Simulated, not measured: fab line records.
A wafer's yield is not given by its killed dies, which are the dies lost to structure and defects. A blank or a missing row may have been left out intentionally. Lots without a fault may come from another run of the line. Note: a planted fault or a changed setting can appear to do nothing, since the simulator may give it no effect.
Matching of chambers / flow sky130 / SKY_VIA1_ETCH_14 on rie-diel-04 has 4 sister chambers
The step etches BARC in N2/H2, stops on SiO2, time 45.9 s, target depth 60 nm. 16 wafers are shown with their chamber, then 8 later ones without.

## WAFERS WITH THEIR CHAMBER
wafer=L079.2; chamber=0; drypump-motor-current-A (A)=6.2; rf-fwd-power-W (W)=492.2; bias-w (W)=99.56
wafer=L079.4; chamber=2; drypump-motor-current-A (A)=6.1; rf-fwd-power-W (W)=493.3; bias-w (W)=100.35
wafer=L079.6; chamber=0; drypump-motor-current-A (A)=6.2; rf-fwd-power-W (W)=493.0; bias-w (W)=99.69
wafer=L080.2; chamber=1; drypump-motor-current-A (A)=6.0; rf-fwd-power-W (W)=496.0; bias-w (W)=99.70
wafer=L080.3; chamber=3; drypump-motor-current-A (A)=5.4; rf-fwd-power-W (W)=497.3; bias-w (W)=99.81
wafer=L080.6; chamber=3; drypump-motor-current-A (A)=5.4; rf-fwd-power-W (W)=495.8; bias-w (W)=100.12
wafer=L082.1; chamber=2; drypump-motor-current-A (A)=6.2; rf-fwd-power-W (W)=497.5; bias-w (W)=99.98
wafer=L082.3; chamber=3; drypump-motor-current-A (A)=5.4; rf-fwd-power-W (W)=495.8; bias-w (W)=99.59
wafer=L082.6; chamber=3; drypump-motor-current-A (A)=5.4; rf-fwd-power-W (W)=492.0; bias-w (W)=100.19
wafer=L087.1; chamber=2; drypump-motor-current-A (A)=6.1; rf-fwd-power-W (W)=496.7; bias-w (W)=99.65
wafer=L087.2; chamber=0; drypump-motor-current-A (A)=6.2; rf-fwd-power-W (W)=491.4; bias-w (W)=99.62
wafer=L087.4; chamber=3; drypump-motor-current-A (A)=5.4; rf-fwd-power-W (W)=494.1; bias-w (W)=99.98
wafer=L088.2; chamber=1; drypump-motor-current-A (A)=6.0; rf-fwd-power-W (W)=497.2; bias-w (W)=99.59
wafer=L088.3; chamber=3; drypump-motor-current-A (A)=5.4; rf-fwd-power-W (W)=494.8; bias-w (W)=99.99
wafer=L088.6; chamber=0; drypump-motor-current-A (A)=6.2; rf-fwd-power-W (W)=493.7; bias-w (W)=99.81
wafer=L090.1; chamber=1; drypump-motor-current-A (A)=6.0; rf-fwd-power-W (W)=496.5; bias-w (W)=99.71

SIGNATURES, as means of the wafers listed above
reading=drypump-motor-current-A; chamber 0=6.200; chamber 1=6.000; chamber 2=6.133; chamber 3=5.400; scatter within a chamber=0.0236
reading=rf-fwd-power-W; chamber 0=492.575; chamber 1=496.567; chamber 2=495.833; chamber 3=494.967; scatter within a chamber=1.58
reading=bias-w; chamber 0=99.6700; chamber 1=99.6667; chamber 2=99.9933; chamber 3=99.9467; scatter within a chamber=0.21
Rule: for a wafer and a chamber, the distance is found by dividing, reading by reading, the gap between the wafer's reading and the chamber's mean by the reading's scatter, squaring, summing and taking the root. If the next closest chamber is less than 2 further off than the closest, the wafer can't be placed; otherwise it belongs to the closest. The scatter: the root of (the sum of the squares of (reading less its chamber's mean) over the shown wafers, divided by (wafers less chambers)).

## WAFERS WHOSE CHAMBER IS MISSING
wafer=L090.2; drypump-motor-current-A (A)=5.4; rf-fwd-power-W (W)=492.5; bias-w (W)=99.53
wafer=L090.6; drypump-motor-current-A (A)=5.4; rf-fwd-power-W (W)=492.9; bias-w (W)=99.79
wafer=L093.2; drypump-motor-current-A (A)=6.2; rf-fwd-power-W (W)=491.7; bias-w (W)=99.64
wafer=L093.5; drypump-motor-current-A (A)=5.4; rf-fwd-power-W (W)=493.3; bias-w (W)=100.31
wafer=L093.6; drypump-motor-current-A (A)=6.2; rf-fwd-power-W (W)=491.7; bias-w (W)=99.76
wafer=L095.2; drypump-motor-current-A (A)=5.4; rf-fwd-power-W (W)=496.7; bias-w (W)=100.08
wafer=L095.3; drypump-motor-current-A (A)=6.2; rf-fwd-power-W (W)=493.8; bias-w (W)=99.97
wafer=L095.4; drypump-motor-current-A (A)=6.0; rf-fwd-power-W (W)=491.5; bias-w (W)=100.04

## CHAMBER TAKEN BY EACH
wafer=L090.2; from the rows above=3; in truth=3
wafer=L090.6; from the rows above=3; in truth=3
wafer=L093.2; from the rows above=0; in truth=0
wafer=L093.5; from the rows above=3; in truth=3
wafer=L093.6; from the rows above=0; in truth=0
wafer=L095.2; from the rows above=3; in truth=3
wafer=L095.3; from the rows above=can't be placed: 0 or 2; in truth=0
wafer=L095.4; from the rows above=1; in truth=1
Correctly placed: 7 of 8. Can't be placed from these rows: 1 (the true chamber is among the candidates in 1). Number placed wrongly: 0.
